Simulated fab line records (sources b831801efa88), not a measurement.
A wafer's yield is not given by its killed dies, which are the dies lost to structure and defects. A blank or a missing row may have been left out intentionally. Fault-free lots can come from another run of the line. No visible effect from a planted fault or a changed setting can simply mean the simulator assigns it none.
fab line records ; flow gf180mcu
record lots=14; wafers=40; lastDay=34
route steps=602 shown STI@5 NWELL@52 VT_IMPLANT@109
lots with no fault: from the same line, run without faults
startH: hours from the record's first day to the start of the lot's first wafer shown ; waitH: hours from the lot's prior step to this one ; " repeats the value in the row above ; L1.1+2: one row covering several wafers at once ; - no value, or no start given ; * or withheld: withheld ; < > ~ a bound
route shown NAME@n: NAME is a module with steps in the file, n the number in the route of the first one ; usual: mean/standard deviation taken from wafers without a fault ; same: alike in all rows ; chamber/n: place in a boat ; sites: readings site by site ; _std_site: standard deviation across them ; _edge_site: the outer-site mean with the inner-site mean subtracted ; radiusMm: for every site, how far away it sits from the centre of the wafer ; mask NAME#n: copy n ; behind: tool/chamber where the wafer was last shaped ; hold: why the lot went on hold/how many hours it stayed there/how the hold came to an end ; device: whichever transistor did not switch (one of n, p or np) ; end of line: tests run on the same wafers once the route is complete ; for a step that has no rows: nothing shown but its recipe ; killed: count of dies lost to structure and defects at first sort (not the wafer's yield) ; map: the dies of a wafer, with x for killed, . for not killed, _ for no die there
set.NAME: the setting the step ran with; set.NAME@STEP: the setting that earlier step ran with ; model.NAME: the simulator's own value behind a step, which no gauge read
one table for each step of the route and one row for each wafer, over a sample of lots
services: a tool's chamber out of use, with start hour (startH, from the record's first day; less than 0 if before it), hours out, and reason
## steps
# step GF_STI_THK_MEAS_04
# recipe reads=Si3N4_of_STI_CVD_03
# usual STI_CVD_03_THK=207.7/2.2
lot.wafer;tool;chamber;startH;waitH;STI_CVD_03_THK[nm]
L306.1;filmMetro-03;-;14.83;0.0;206.1
L306.2;filmMetro-03;-;14.83;0.0;206.8
L306.3;filmMetro-03;-;14.83;0.0;207.1
L307.1;filmMetro-04;-;18.56;0.0;203.6
L307.2;filmMetro-04;-;18.56;0.0;202.1
L307.6;filmMetro-04;-;18.56;0.0;203.7
L309.1;filmMetro-01;-;28.71;0.0;209.7
L309.3;filmMetro-01;-;28.71;0.0;208.3
L309.6;filmMetro-01;-;28.71;0.0;207.6
L310.1;filmMetro-04;-;33.81;0.0;209.2
L310.3;filmMetro-04;-;33.81;0.0;207.8
L310.6;filmMetro-04;-;33.81;0.0;208.8
L312.3;filmMetro-01;-;44.72;0.0;210.4
L312.4;filmMetro-01;-;44.72;0.0;210.6
L312.6;filmMetro-01;-;44.72;0.0;210.6
L313.1;filmMetro-03;-;49.38;0.0;206.4
L313.2;filmMetro-03;-;49.38;0.0;203.7
L313.6;filmMetro-03;-;49.38;0.0;204.6
L314.2;filmMetro-03;-;53.57;0.0;211.0
L314.3;filmMetro-03;-;53.57;0.0;208.3
L314.5;filmMetro-03;-;53.57;0.0;208.3
L315.1;filmMetro-04;-;58.89;0.0;204.8
L315.3;filmMetro-04;-;58.89;0.0;205.9
L315.5;filmMetro-04;-;58.89;0.0;208.8
L316.2;filmMetro-04;-;63.70;0.0;206.9
L316.3;filmMetro-04;-;63.70;0.0;205.9
L316.4;filmMetro-04;-;63.70;0.0;206.7
L320.1;filmMetro-03;-;83.56;0.0;209.9
L320.2;filmMetro-03;-;83.56;0.0;210.2
L320.5;filmMetro-03;-;83.56;0.0;208.6
L322.2;filmMetro-04;-;94.00;0.0;211.0
L322.3;filmMetro-04;-;94.00;0.0;211.6
L323.1;filmMetro-01;-;98.56;0.0;209.2
L323.2;filmMetro-01;-;98.56;0.0;209.5
L328.3;filmMetro-03;-;124.97;0.0;207.8
L328.4;filmMetro-03;-;124.97;0.0;208.6
L328.5;filmMetro-03;-;124.97;0.0;208.7
L329.1;filmMetro-01;-;128.56;0.0;206.9
L329.4;filmMetro-01;-;128.56;0.0;206.9
L329.5;filmMetro-01;-;128.56;0.0;207.1
# step GF_NWELL_STRIP_10
# recipe chemistry=O2/N2; powerW=1400; pressureMtorr=1500; platenTempC=250; o2FlowSccm=3000; n2FlowSccm=300; overashFraction=0.5
# usual drypumpMotorCurrentA=5.8/0.46; heaterPowerW=322/24; oesProductAu=0.723/0.0042; stripTimeToEndpointS=36.93/0.11
lot.wafer;tool;chamber;startH;waitH;drypumpMotorCurrentA;heaterPowerW;oesProductAu;rfHoursCounterH;stripTimeToEndpointS
L306.1;plasmaAsher-04;1;55.24;0.1;6.0;336;0.717;42;36.82
L306.2;plasmaAsher-04;0;55.24;0.1;5.8;313;0.725;42;36.85
L306.3;plasmaAsher-04;0;55.24;0.1;5.8;306;0.719;-;36.86
L307.1;plasmaAsher-01;0;60.92;0.1;5.6;371;0.725;24;36.92
L307.2;plasmaAsher-01;1;60.92;0.1;5.0;299;0.720;24;37.09
L307.6;plasmaAsher-01;1;60.92;0.1;5.0;300;0.727;-;37.00
L309.1;plasmaAsher-02;0;71.69;0.1;5.3;324;0.716;42;36.77
L309.3;plasmaAsher-02;1;71.69;0.1;6.6;289;0.727;-;36.79
L309.6;plasmaAsher-02;0;71.69;0.1;5.3;328;0.717;-;36.86
L310.1;plasmaAsher-04;0;77.14;0.1;5.8;305;0.721;44;36.91
L310.3;plasmaAsher-04;1;77.14;0.1;6.0;335;0.723;-;36.83
L310.6;plasmaAsher-04;1;77.14;0.1;5.9;340;0.718;-;36.95
L312.3;plasmaAsher-04;1;88.76;0.1;6.0;333;0.724;-;36.99
L312.4;plasmaAsher-04;0;88.76;0.1;5.8;311;0.715;-;37.11
L312.6;plasmaAsher-04;0;88.76;0.1;5.8;306;0.721;-;37.11
L313.1;plasmaAsher-01;1;91.97;0.1;5.0;303;0.726;28;36.88
L313.2;plasmaAsher-01;0;91.97;0.1;5.6;367;0.727;28;36.92
L313.6;plasmaAsher-01;1;91.97;0.1;5.0;297;0.730;-;36.93
L314.2;plasmaAsher-04;0;98.80;0.1;5.8;312;0.727;46;36.92
L314.3;plasmaAsher-04;1;98.80;0.1;6.0;336;0.730;-;36.86
L314.5;plasmaAsher-04;1;98.80;0.1;6.0;340;0.725;-;36.96
L315.1;plasmaAsher-02;1;105.34;0.1;6.5;297;0.723;45;36.94
L315.3;plasmaAsher-02;0;105.34;0.1;5.3;321;0.717;-;37.06
L315.5;plasmaAsher-02;1;105.34;0.1;6.5;298;0.727;-;37.11
L316.2;plasmaAsher-04;1;109.25;0.1;6.0;336;0.727;47;36.89
L316.3;plasmaAsher-04;1;109.25;0.1;6.0;335;0.722;-;36.94
L316.4;plasmaAsher-04;0;109.25;0.1;5.8;311;0.728;-;36.97
L320.1;plasmaAsher-02;1;131.19;0.1;6.5;301;0.725;1;36.98
L320.2;plasmaAsher-02;0;131.19;0.1;5.3;329;0.721;1;36.95
L320.5;plasmaAsher-02;0;131.19;0.1;5.3;329;0.726;-;36.99
L322.2;plasmaAsher-01;0;142.34;0.1;5.6;371;0.719;33;36.82
L322.3;plasmaAsher-01;1;142.34;0.1;5.0;304;0.717;-;36.87
L323.1;plasmaAsher-04;0;148.19;0.1;5.8;306;0.722;52;36.87
L323.2;plasmaAsher-04;1;148.19;0.1;6.0;335;0.722;52;36.90
L329.1;plasmaAsher-04;1;183.04;0.1;6.1;332;0.733;55;36.97
L329.4;plasmaAsher-04;1;183.04;0.1;6.0;329;0.724;-;36.96
L329.5;plasmaAsher-04;0;183.04;0.1;5.8;309;0.720;-;36.98
L328.3;plasmaAsher-02;0;183.42;0.1;5.3;323;0.715;-;36.84
L328.4;plasmaAsher-02;1;183.42;0.1;6.6;301;0.720;-;36.71
L328.5;plasmaAsher-02;0;183.42;0.1;5.3;321;0.723;-;36.88
# step GF_VT_IMPLANT_IMPLANT_19
# recipe species=As; energyKev=100; doseCm2=4.35e+12; tiltDeg=7
# usual beamOnS=10.00/0.2; faradayCurrentUA=24.5/0.49
lot.wafer;tool;chamber;startH;waitH;beamOnS;faradayCurrentUA
L306.1;implanter-04;0;125.05;0.0;9.77;25.1
L306.2;implanter-04;0;125.05;0.0;9.95;24.7
L306.3;implanter-04;0;125.05;0.0;10.08;24.4
L307.1;implanter-04;0;132.00;0.0;9.97;24.6
L307.2;implanter-04;0;132.00;0.0;10.01;24.5
L307.6;implanter-04;0;132.00;0.0;9.78;25.0
L309.1;implanter-01;0;144.35;0.0;9.94;24.7
L309.3;implanter-01;0;144.35;0.0;10.25;24.0
L309.6;implanter-01;0;144.35;0.0;9.92;24.8
L310.1;implanter-01;0;150.65;0.0;9.83;25.0
L310.3;implanter-01;0;150.65;0.0;10.10;24.2
L310.6;implanter-01;0;150.65;0.0;10.04;24.4
L312.3;implanter-01;0;162.72;0.1;10.37;23.7
L312.4;implanter-01;0;162.72;0.1;10.55;23.1
L312.6;implanter-01;0;162.72;0.1;10.20;24.1
L313.1;implanter-02;0;166.92;0.0;10.15;24.3
L313.2;implanter-02;0;166.92;0.0;9.76;25.1
L313.6;implanter-02;0;166.92;0.0;10.11;24.1
L314.2;implanter-02;0;175.76;0.0;10.06;24.2
L314.3;implanter-02;0;175.76;0.0;10.06;24.4
L314.5;implanter-02;0;175.76;0.0;9.98;24.5
L315.1;implanter-02;0;179.44;0.0;9.98;24.7
L315.3;implanter-02;0;179.44;0.0;10.27;23.9
L315.5;implanter-02;0;179.44;0.0;9.92;24.8
L316.2;implanter-02;0;184.61;0.0;9.81;25.0
L316.3;implanter-02;0;184.61;0.0;9.82;25.0
L316.4;implanter-02;0;184.61;0.0;10.04;24.5
L320.1;implanter-01;0;209.17;0.0;9.98;24.5
L320.2;implanter-01;0;209.17;0.0;8.34;29.5
L320.5;implanter-01;0;209.17;0.0;9.86;24.8
L322.2;implanter-01;0;223.01;0.0;8.54;28.8
L322.3;implanter-01;0;223.01;0.0;8.26;29.8
L323.1;implanter-01;0;230.40;0.0;10.09;24.3
L323.2;implanter-01;0;230.40;0.0;8.42;29.1
L329.1;implanter-04;0;273.60;0.0;10.06;24.3
L329.4;implanter-04;0;273.60;0.0;10.11;24.2
L329.5;implanter-04;0;273.60;0.0;10.33;23.7
L328.3;implanter-02;0;274.22;0.1;10.10;24.2
L328.4;implanter-02;0;274.22;0.1;10.05;24.4
L328.5;implanter-02;0;274.22;0.1;9.87;24.8
# step GF_VT_IMPLANT_TW_MEAS_21
# usual VT_IMPLANT_2_TW=1216/12
lot.wafer;tool;chamber;startH;waitH;VT_IMPLANT_2_TW
L306.1;filmMetro-01;-;125.30;0.1;1228
L306.2;filmMetro-01;-;125.30;0.1;1219
L306.3;filmMetro-01;-;125.30;0.1;1231
L307.1;filmMetro-02;-;132.25;0.1;1206
L307.2;filmMetro-02;-;132.25;0.1;1210
L307.6;filmMetro-02;-;132.25;0.1;1211
L309.1;filmMetro-01;-;144.60;0.1;1228
L309.3;filmMetro-01;-;144.60;0.1;1237
L309.6;filmMetro-01;-;144.60;0.1;1232
L310.1;filmMetro-02;-;150.90;0.1;1197
L310.3;filmMetro-02;-;150.90;0.1;1200
L310.6;filmMetro-02;-;150.90;0.1;1201
L312.3;filmMetro-04;-;162.94;0.1;1217
L312.4;filmMetro-04;-;162.94;0.1;1212
L312.6;filmMetro-04;-;162.94;0.1;1212
L313.1;filmMetro-02;-;167.17;0.1;1193
L313.2;filmMetro-02;-;167.17;0.1;1197
L313.6;filmMetro-02;-;167.17;0.1;1193
L314.2;filmMetro-01;-;176.00;0.1;1219
L314.3;filmMetro-01;-;176.00;0.1;1227
L314.5;filmMetro-01;-;176.00;0.1;1224
L315.1;filmMetro-01;-;179.69;0.1;1227
L315.3;filmMetro-01;-;179.69;0.1;1225
L315.5;filmMetro-01;-;179.69;0.1;1223
L316.2;filmMetro-04;-;184.85;0.1;1219
L316.3;filmMetro-04;-;184.85;0.1;1211
L316.4;filmMetro-04;-;184.85;0.1;1214
L320.1;filmMetro-01;-;209.45;0.1;1224
L320.2;filmMetro-01;-;209.45;0.1;1151
L320.5;filmMetro-01;-;209.45;0.1;1226
L322.2;filmMetro-02;-;223.25;0.1;1138
L322.3;filmMetro-02;-;223.25;0.1;1145
L323.1;filmMetro-01;-;230.65;0.1;1219
L323.2;filmMetro-01;-;230.65;0.1;1154
L329.1;filmMetro-01;-;273.85;0.1;1228
L329.4;filmMetro-01;-;273.85;0.1;1228
L329.5;filmMetro-01;-;273.85;0.1;1226
L328.3;filmMetro-01;-;274.44;0.1;1235
L328.4;filmMetro-01;-;274.44;0.1;1225
L328.5;filmMetro-01;-;274.44;0.1;1240
# step GF_VT_IMPLANT_TW_MEAS_43
# usual VT_IMPLANT_4_TW=691/7.2
lot.wafer;tool;chamber;startH;waitH;VT_IMPLANT_4_TW
L306.1;filmMetro-01;-;154.15;0.1;701
L306.2;filmMetro-01;-;154.15;0.1;701
L306.3;filmMetro-01;-;154.15;0.1;704
L307.1;filmMetro-02;-;161.85;0.1;682
L307.2;filmMetro-02;-;161.85;0.1;678
L307.6;filmMetro-02;-;161.85;0.1;675
L309.1;filmMetro-04;-;175.69;0.1;691
L309.3;filmMetro-04;-;175.69;0.1;691
L309.6;filmMetro-04;-;175.69;0.1;692
L310.1;filmMetro-01;-;181.69;0.1;698
L310.3;filmMetro-01;-;181.69;0.1;698
L310.6;filmMetro-01;-;181.69;0.1;695
L312.3;filmMetro-01;-;194.62;0.1;699
L312.4;filmMetro-01;-;194.62;0.1;696
L312.6;filmMetro-01;-;194.62;0.1;702
L313.1;filmMetro-01;-;199.30;0.1;698
L313.2;filmMetro-01;-;199.30;0.1;698
L313.6;filmMetro-01;-;199.30;0.1;698
L314.2;filmMetro-04;-;209.13;0.1;693
L314.3;filmMetro-04;-;209.13;0.1;686
L314.5;filmMetro-04;-;209.13;0.1;690
L315.1;filmMetro-04;-;213.80;0.1;690
L315.3;filmMetro-04;-;213.80;0.1;687
L315.5;filmMetro-04;-;213.80;0.1;689
L316.2;filmMetro-04;-;219.50;0.1;688
L316.3;filmMetro-04;-;219.50;0.1;691
L316.4;filmMetro-04;-;219.50;0.1;685
L320.1;filmMetro-04;-;244.56;0.1;683
L320.2;filmMetro-04;-;244.56;0.1;685
L320.5;filmMetro-04;-;244.56;0.1;683
L322.2;filmMetro-02;-;259.96;0.1;680
L322.3;filmMetro-02;-;259.96;0.1;683
L323.1;filmMetro-02;-;268.54;0.1;682
L323.2;filmMetro-02;-;268.54;0.1;681
L329.1;filmMetro-01;-;313.37;0.1;697
L329.4;filmMetro-01;-;313.37;0.1;697
L329.5;filmMetro-01;-;313.37;0.1;698
L328.3;filmMetro-04;-;314.31;0.1;688
L328.4;filmMetro-04;-;314.31;0.1;690
L328.5;filmMetro-04;-;314.31;0.1;686
## services
tool;chamber;startH;hours;kind
plasmaAsher-02;-;53.22;1.8;repair
plasmaAsher-02;-;75.46;0.5;repair
plasmaAsher-02;-;77.94;2.8;pm
implanter-01;-;83.73;6.4;repair
implanter-04;-;104.61;3.1;repair
plasmaAsher-02;-;108.75;9.0;pm
plasmaAsher-02;0;108.75;9.0;ventCycle
plasmaAsher-02;1;108.75;9.0;ventCycle
plasmaAsher-02;0;117.75;-;clean
plasmaAsher-02;1;117.75;-;clean
implanter-04;-;152.36;2.3;repair
implanter-04;-;168.89;4.1;repair
implanter-04;-;173.00;8.7;pm
implanter-01;-;183.39;3.7;pm
plasmaAsher-04;-;186.68;14.6;pm
implanter-04;-;206.61;12.3;pm
plasmaAsher-04;-;208.98;0.4;repair
implanter-01;-;231.63;1.9;repair
plasmaAsher-04;-;257.64;1.9;repair
implanter-04;-;259.73;3.0;pm
## key
firstSign step=GF_VT_IMPLANT_IMPLANT_19; reading=faradayCurrentUA; direction=up; sigmas=9.8; usual=24.5; struck=29.3
effect step=GF_VT_IMPLANT_IMPLANT_19; reading=beamOnS; direction=down; sigmas=8.1; usual=10.00; struck=8.39
effect step=GF_VT_IMPLANT_TW_MEAS_21; reading=VT_IMPLANT_2_TW; direction=down; sigmas=5.8; usual=1216; struck=1147
metAt GF_VT_IMPLANT_IMPLANT_19
struckLots L320,L322,L323
struckWafers L320.2,L322.2,L322.3,L323.2
testerLeftOut L320,L322,L323
notActingAt GF_STI_THK_MEAS_04,GF_NWELL_STRIP_10,GF_VT_IMPLANT_TW_MEAS_43
onsetBetween 162.72 209.17
fault kind=processParameterDrift; tool=implanter-01; chamber=-; onsetH=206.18; steps=GF_VT_IMPLANT_IMPLANT_19; channel=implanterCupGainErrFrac; offset=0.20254; shape=step; endH=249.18; scope=struckWafersOnly
# testerLeftOut: of these lots the tester's yield and bins aren't shown, on N5 and GAA mostly nor the transistor test; their killed dies are dies lost to structure and defects alone, not to doping, threshold or leakage, so they don't give the yield
